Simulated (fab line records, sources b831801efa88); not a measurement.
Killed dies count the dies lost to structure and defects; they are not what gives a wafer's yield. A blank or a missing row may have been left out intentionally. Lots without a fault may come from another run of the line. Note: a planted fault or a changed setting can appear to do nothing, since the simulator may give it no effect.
fab line records	flow sky130
record lots=12	wafers=36	last-day=50
route steps=708 shown VT_ADJUST_HVTP@95 VT_ADJUST_LVTN@106 SONOS_ONO@184 PAD_OPEN@708
lots with no fault: from the same line, run without faults
start-h: hours from the record's opening day to when the first of the lot's shown wafers began	wait-h: how many hours have passed since the lot's step before this one	" unchanged from the row above	L1.1+2: one row covering several wafers at once	- no value present, or no start provided	* or withheld: withheld	< > ~ a bound
route shown NAME@n: NAME is a module with steps in the file, n the number in the route of the first one	usual: mean/standard deviation of fault-free wafers	same: alike in all rows	chamber/n: place in a boat	sites: readings site by site	_std_site: the values' standard deviation	_edge_site: the outer-site mean with the inner-site mean subtracted	radius-mm: for every site, how far away it sits from the centre of the wafer	mask NAME#n: copy n	behind: the tool/chamber that last shaped the wafer	hold: the reason the lot was held/the length of the hold in hours/how it ended	device: which transistor (n, p or np) failed to switch	end of line: the route-end tests of the same wafers	where a step has no rows: the recipe by itself	killed: count of dies lost to structure and defects at first sort (not the wafer's yield)	map: dies across one wafer; x = killed, . = not, _ = none there
set.NAME: setting as actually run; set.NAME@STEP: the setting as run at that earlier step	model.NAME: the simulator's own value behind a step, which no gauge read
the route's steps for a sample of lots (tables are steps, rows are wafers)
services: a tool's chamber out of use, with start hour (start-h, from the record's first day; less than 0 if before it), hours out, and reason
## steps
# step SKY_VT_ADJUST_HVTP_STRIP_10
# recipe chemistry=O2/N2	power-w=1400	pressure-mtorr=1500	platen-temp-c=withheld	o2-flow-sccm=3000	n2-flow-sccm=300	overash-fraction=0.5
# usual drypump-motor-current-A=5.7/0.35	oes-product-au=0.715/0.0044	strip-time-to-endpoint-s=14.27/0.031
lot.wafer	tool	chamber	start-h	wait-h	drypump-motor-current-A	oes-product-au	rf-hours-counter-h	strip-time-to-endpoint-s
L598.1	plasma-asher-03	1	126.29	0.1	5.6	0.715	1	14.32
L598.3	"	0	"	"	5.5	0.715	-	14.31
L598.4	"	1	"	"	5.6	0.716	-	14.29
L599.3	plasma-asher-03	0	134.12	0.1	5.5	0.707	-	14.29
L599.4	"	1	"	"	5.6	0.721	-	14.28
L599.6	"	1	"	"	5.6	0.713	-	14.28
L601.4	plasma-asher-01	0	141.17	0.1	6.2	0.716	-	14.24
L601.5	"	0	"	"	6.2	0.718	-	14.22
L601.6	"	1	"	"	5.9	0.721	-	14.27
L602.4	plasma-asher-03	1	147.74	0.1	5.6	0.717	-	14.31
L602.5	"	1	"	"	5.6	0.726	-	14.28
L602.6	"	0	"	"	5.5	0.721	-	14.33
L603.2	plasma-asher-01	0	155.41	0.1	6.2	0.719	46	14.27
L603.4	"	1	"	"	5.9	0.709	-	14.26
L603.6	"	1	"	"	5.9	0.714	-	14.24
L604.3	plasma-asher-04	1	164.94	0.1	5.1	0.714	-	14.26
L604.4	"	0	"	"	5.6	0.716	-	14.29
L604.5	"	1	"	"	5.1	0.723	-	14.28
L605.1	plasma-asher-03	1	173.21	0.1	5.6	0.715	5	14.28
L605.4	"	0	"	"	5.5	0.710	-	14.27
L605.5	"	1	"	"	5.6	0.711	-	14.30
L609.2	plasma-asher-04	0	195.04	0.1	5.6	0.716	50	14.29
L609.4	"	1	"	"	5.2	0.711	-	14.29
L609.6	"	0	"	"	5.6	0.717	-	14.28
L616.1	plasma-asher-03	1	234.16	0.1	5.6	0.720	11	14.25
L616.4	"	1	"	"	5.6	0.713	-	14.28
L616.6	"	1	"	"	5.6	0.716	-	14.32
L619.1	plasma-asher-04	1	259.16	0.1	5.1	0.718	56	14.26
L619.3	"	0	"	"	5.6	0.705	-	14.25
L619.6	"	1	"	"	5.2	0.723	-	14.25
L620.2	plasma-asher-01	1	263.19	0.1	5.9	0.709	57	14.24
L620.5	"	0	"	"	6.2	0.718	-	14.25
L620.6	"	1	"	"	5.9	0.714	-	14.26
L621.2	plasma-asher-03	0	266.24	0.1	5.5	0.720	15	14.23
L621.3	"	1	"	"	5.6	0.717	-	14.21
L621.5	"	1	"	"	5.6	0.712	-	14.24
# step SKY_VT_ADJUST_LVTN_STRIP_09
# recipe chemistry=O2/N2	power-w=1400	pressure-mtorr=1500	platen-temp-c=withheld	o2-flow-sccm=3000	n2-flow-sccm=300	overash-fraction=0.5
# usual drypump-motor-current-A=5.83/0.24	oes-product-au=0.722/0.0047	strip-time-to-endpoint-s=36.94/0.12
lot.wafer	tool	chamber	start-h	wait-h	drypump-motor-current-A	oes-product-au	rf-hours-counter-h	strip-time-to-endpoint-s
L598.1	plasma-asher-01	1	145.73	0.1	5.91	0.722	45	36.94
L598.3	"	1	"	"	5.92	0.724	-	36.99
L598.4	"	0	"	"	6.25	0.725	-	36.90
L599.3	plasma-asher-01	0	154.16	0.1	6.22	0.716	-	37.01
L599.4	"	1	"	"	5.87	0.723	-	36.97
L599.6	"	0	"	"	6.22	0.723	-	36.94
L601.4	plasma-asher-03	1	161.56	0.1	5.58	0.719	-	37.04
L601.5	"	0	"	"	5.48	0.723	-	37.09
L601.6	"	1	"	"	5.59	0.725	-	36.99
L602.4	plasma-asher-02	1	168.31	0.1	5.74	0.723	-	36.89
L602.5	"	1	"	"	5.72	0.721	-	36.84
L602.6	"	0	"	"	6.00	0.723	-	36.87
L603.2	plasma-asher-03	0	176.43	0.1	5.51	0.720	6	37.07
L603.4	"	1	"	"	5.56	0.723	-	36.87
L603.6	"	1	"	"	5.56	0.727	-	36.97
L604.3	plasma-asher-03	1	186.71	0.1	5.57	0.730	-	37.03
L604.4	"	0	"	"	5.50	0.719	-	37.03
L604.5	"	0	"	"	5.50	0.723	-	36.99
L605.1	plasma-asher-03	1	194.28	0.1	5.56	0.728	8	36.95
L605.4	"	0	"	"	5.47	0.730	-	36.85
L605.5	"	0	"	"	5.52	0.727	-	36.88
L609.2	plasma-asher-02	0	217.67	0.1	6.02	0.725	41	37.03
L609.4	"	0	"	"	6.01	0.715	-	36.90
L609.6	"	1	"	"	5.72	0.722	-	36.98
L616.1	plasma-asher-02	1	257.52	0.1	5.73	0.724	45	36.97
L616.4	"	1	"	"	5.73	0.732	-	37.02
L616.6	"	0	"	"	6.00	0.719	-	37.06
L619.1	plasma-asher-03	0	282.32	0.1	5.51	0.717	17	37.02
L619.3	"	1	"	"	5.56	0.722	-	36.95
L619.6	"	0	"	"	5.48	0.729	-	37.04
L620.2	plasma-asher-02	1	287.98	0.1	5.71	0.722	48	36.87
L620.5	"	0	"	"	6.02	0.724	-	36.83
L620.6	"	1	"	"	5.73	0.719	-	36.87
L621.2	plasma-asher-01	0	291.28	0.1	6.25	0.714	60	36.88
L621.3	"	0	"	"	6.26	0.725	-	36.92
L621.5	"	0	"	"	6.25	0.724	-	36.86
# step SKY_VT_ADJUST_LVTN_TW_MEAS_21
# usual VT_ADJUST_LVTN_2_TW=188.0/1.3
lot.wafer	tool	chamber	start-h	wait-h	VT_ADJUST_LVTN_2_TW
L598.1	film-metro-02	-	167.12	0.1	187.8
L598.3	"	-	"	"	187.0
L598.4	"	-	"	"	188.2
L599.3	film-metro-01	-	175.55	0.1	188.8
L599.4	"	-	"	"	188.1
L599.6	"	-	"	"	188.1
L601.4	film-metro-02	-	182.60	0.1	186.2
L601.5	"	-	"	"	186.9
L601.6	"	-	"	"	186.5
L602.4	film-metro-01	-	189.36	0.1	187.1
L602.5	"	-	"	"	187.6
L602.6	"	-	"	"	188.7
L603.2	film-metro-04	-	198.03	0.1	188.1
L603.4	"	-	"	"	187.8
L603.6	"	-	"	"	188.1
L604.3	film-metro-04	-	209.01	0.1	187.6
L604.4	"	-	"	"	187.4
L604.5	"	-	"	"	186.3
L605.1	film-metro-01	-	216.58	0.1	189.6
L605.4	"	-	"	"	190.5
L605.5	"	-	"	"	188.1
L609.2	film-metro-04	-	241.28	0.1	185.8
L609.4	"	-	"	"	186.9
L609.6	"	-	"	"	186.1
L616.1	film-metro-01	-	281.08	0.1	189.4
L616.4	"	-	"	"	189.2
L616.6	"	-	"	"	189.3
L619.1	film-metro-01	-	307.22	0.1	190.5
L619.3	"	-	"	"	190.6
L619.6	"	-	"	"	191.0
L620.2	film-metro-01	-	313.78	0.1	188.7
L620.5	"	-	"	"	188.5
L620.6	"	-	"	"	188.7
L621.2	film-metro-01	-	317.98	0.1	187.1
L621.3	"	-	"	"	187.4
L621.5	"	-	"	"	188.5
# step SKY_SONOS_ONO_WET_ETCH_16
# recipe chemistry=dHF	target-depth-nm=14	dry=n2-spin	target=SiO2	dilution=100:1	temp-c=25	time-s=280
# usual bath-heat-duty-pct=6.5/0.87	run-length-s=309/4.2
lot.wafer	tool	chamber	start-h	wait-h	bath-heat-duty-pct	run-length-s
L598.1	wet-bench-02	3	289.56	0.0	6.6	312
L598.3	"	3	"	"	6.3	312
L598.4	"	3	"	"	6.4	312
L599.3	wet-bench-04	3	299.87	0.0	6.8	308
L599.4	"	3	"	"	7.5	308
L599.6	"	3	"	"	7.3	308
L601.4	wet-bench-03	0	305.62	0.0	7.1	305
L601.5	"	0	"	"	6.9	305
L601.6	"	0	"	"	6.9	305
L602.4	wet-bench-03	1	314.92	0.0	4.7	305
L602.5	"	1	"	"	5.8	305
L602.6	"	1	"	"	4.8	305
L603.2	wet-bench-03	3	320.81	0.0	6.0	314
L603.4	"	3	"	"	5.3	314
L603.6	"	3	"	"	5.5	314
L604.3	wet-bench-03	1	336.21	0.0	5.3	304
L604.4	"	1	"	"	5.6	304
L604.5	"	1	"	"	5.6	304
L605.1	wet-bench-03	2	346.11	0.0	6.2	315
L605.4	"	2	"	"	5.7	315
L605.5	"	2	"	"	5.9	315
L609.2	wet-bench-03	0	373.53	0.0	6.7	304
L609.4	"	0	"	"	6.2	304
L609.6	"	0	"	"	6.8	304
L616.1	wet-bench-03	1	423.87	0.0	4.8	288
L616.4	"	1	"	"	5.8	288
L616.6	"	1	"	"	4.7	288
L619.1	wet-bench-03	0	454.73	0.3	6.0	287
L619.3	"	0	"	"	5.9	287
L619.6	"	0	"	"	7.2	287
L620.2	wet-bench-04	0	462.06	0.0	7.2	304
L620.5	"	0	"	"	7.5	304
L620.6	"	0	"	"	6.5	304
L621.2	wet-bench-02	0	472.03	0.0	8.0	309
L621.3	"	0	"	"	9.0	309
L621.5	"	0	"	"	8.0	309
# step SKY_PAD_OPEN_PROBE_99
# usual killed_at_M0_to_M3=43/6.6	killed_at_M4_up=2.9/1.8	killed-at-contacts=25/5.3	killed-at-front-end=15/4.1	killed-at-other=0.3/0.6	killed-dies=86/8.8	killed-open=47/6.7	killed-short=39/6.2
# same gross-dies=492	killed-at-back-side=0
lot.wafer	tool	chamber	start-h	wait-h	killed_at_M0_to_M3	killed_at_M4_up	killed-at-contacts	killed-at-front-end	killed-at-other	killed-dies	killed-open	killed-short
L598.1	prober-01	-	1080.28	0.1	42	0	23	11	0	76	44	32
L598.3	prober-01	-	1080.38	0.2	36	3	22	15	0	76	44	32
L598.4	prober-01	-	1080.43	0.2	39	1	22	18	0	80	43	37
L603.2	prober-02	-	1113.17	0.1	45	1	26	19	1	92	54	38
L603.4	prober-02	-	1113.27	0.2	43	6	23	12	1	85	49	36
L603.6	prober-02	-	1113.37	0.2	45	5	25	15	0	90	50	40
L620.2	prober-02	-	1200.68	0.1	43	3	26	10	0	82	45	37
L620.5	prober-02	-	1200.83	0.2	44	3	27	14	0	88	43	45
L620.6	prober-02	-	1200.88	0.2	44	1	22	19	0	86	49	37
# killed by level:class
L598.1 CONTACT:geometric-particle:open=11 VIA1:geometric-particle:open=10 METAL2:geometric-particle:short=9 VIA3:geometric-particle:open=5 LI_CONTACT:geometric-particle:open=4 VIA2:geometric-particle:open=4 FIELD_ISO:geometric-particle:short=3 FIELD_ISO:geometric-particle:open=3
L598.3 VIA1:geometric-particle:open=8 CONTACT:geometric-particle:open=7 LI_CONTACT:geometric-particle:open=7 METAL2:geometric-particle:short=6 VIA1:geometric-particle:short=6 FIELD_ISO:geometric-particle:open=5 CONTACT:geometric-particle:short=4 VIA3:geometric-particle:open=4
L598.4 VIA1:geometric-particle:open=9 VIA2:geometric-particle:open=9 CONTACT:geometric-particle:open=7 POLY_GATE:geometric-particle:short=6 METAL1:geometric-particle:short=5 LOCAL_INTERCONNECT:geometric-particle:short=5 FIELD_ISO:geometric-particle:open=4 POLY_GATE:geometric-particle:open=4
L603.2 VIA1:geometric-particle:open=12 VIA2:geometric-particle:open=11 CONTACT:geometric-particle:open=8 CONTACT:geometric-particle:short=7 FIELD_ISO:geometric-particle:open=6 LI_CONTACT:geometric-particle:open=5 VIA3:geometric-particle:open=5 VIA1:geometric-particle:short=4
L603.4 VIA1:geometric-particle:open=15 CONTACT:geometric-particle:open=13 METAL1:geometric-particle:short=6 VIA3:geometric-particle:open=6 VIA2:geometric-particle:open=5 METAL2:geometric-particle:short=4 METAL3:geometric-particle:short=4 METAL4:geometric-particle:short=4
L603.6 VIA1:geometric-particle:open=14 CONTACT:geometric-particle:open=8 LI_CONTACT:geometric-particle:open=7 METAL1:geometric-particle:short=6 VIA1:geometric-particle:short=6 LOCAL_INTERCONNECT:geometric-particle:short=5 FIELD_ISO:geometric-particle:short=4 POLY_GATE:geometric-particle:open=4
L620.2 VIA2:geometric-particle:open=9 CONTACT:geometric-particle:open=7 VIA3:geometric-particle:open=7 VIA1:geometric-particle:open=6 VIA1:geometric-particle:short=6 LI_CONTACT:geometric-particle:open=5 CONTACT:geometric-particle:short=5 FIELD_ISO:geometric-particle:open=4
L620.5 CONTACT:geometric-particle:open=12 VIA1:geometric-particle:open=12 FIELD_ISO:geometric-particle:short=6 METAL1:geometric-particle:short=6 POLY_GATE:geometric-particle:short=4 LI_CONTACT:geometric-particle:short=4 VIA2:geometric-particle:open=4 METAL2:geometric-particle:short=4
L620.6 CONTACT:geometric-particle:open=12 VIA1:geometric-particle:open=11 POLY_GATE:geometric-particle:open=6 LI_CONTACT:geometric-particle:open=6 METAL1:geometric-particle:short=6 VIA2:geometric-particle:open=6 METAL2:geometric-particle:short=6 FIELD_ISO:geometric-particle:short=4
## services
tool	chamber	start-h	hours	kind
plasma-asher-03	-	108.75	9.0	pm
plasma-asher-03	0	108.75	9.0	vent-cycle
plasma-asher-03	1	108.75	9.0	vent-cycle
plasma-asher-02	-	118.42	2.8	pm
wet-bench-04	-	173.48	2.8	repair
plasma-asher-01	-	182.93	1.9	repair
plasma-asher-04	-	185.72	7.8	repair
plasma-asher-03	-	209.46	1.9	repair
plasma-asher-04	-	230.33	0.5	repair
plasma-asher-04	-	263.95	2.2	repair
plasma-asher-04	-	265.72	11.3	repair
plasma-asher-03	-	291.60	52.8	repair
plasma-asher-04	-	296.36	1.9	repair
plasma-asher-04	-	303.28	8.2	repair
wet-bench-04	-	322.41	2.1	repair
wet-bench-03	-	336.36	1.9	pm
plasma-asher-01	-	342.54	4.0	pm
plasma-asher-02	-	364.16	6.9	repair
plasma-asher-01	-	391.11	0.7	repair
plasma-asher-02	-	414.82	3.0	repair
plasma-asher-01	-	421.25	9.0	pm
plasma-asher-03	-	450.99	2.9	repair
plasma-asher-01	-	462.37	11.4	repair
plasma-asher-03	-	468.00	18.4	pm
## key
first-sign step=SKY_SONOS_ONO_WET_ETCH_16	reading=run-length-s	direction=down	sigmas=5.2	usual=*	struck=*
effect none on later readings
met-at SKY_SONOS_ONO_WET_ETCH_16
struck-lots L616,L619
tester-left-out L616,L619
not-acting-at SKY_VT_ADJUST_HVTP_STRIP_10,SKY_VT_ADJUST_LVTN_STRIP_09,SKY_VT_ADJUST_LVTN_TW_MEAS_21
onset-between 373.53 423.87
fault kind=process-parameter-drift	tool=wet-bench-03	chamber=-	onset-h=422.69	steps=SKY_SONOS_ONO_WET_ETCH_16	channel=time-s	offset=*	shape=step	end-h=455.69	acts-in=*	stated=*
# tester-left-out: of these lots the tester's yield and bins aren't shown, on N5 and GAA mostly nor the transistor test; their killed dies are dies lost to structure and defects alone, not to doping, threshold or leakage, so they don't give the yield
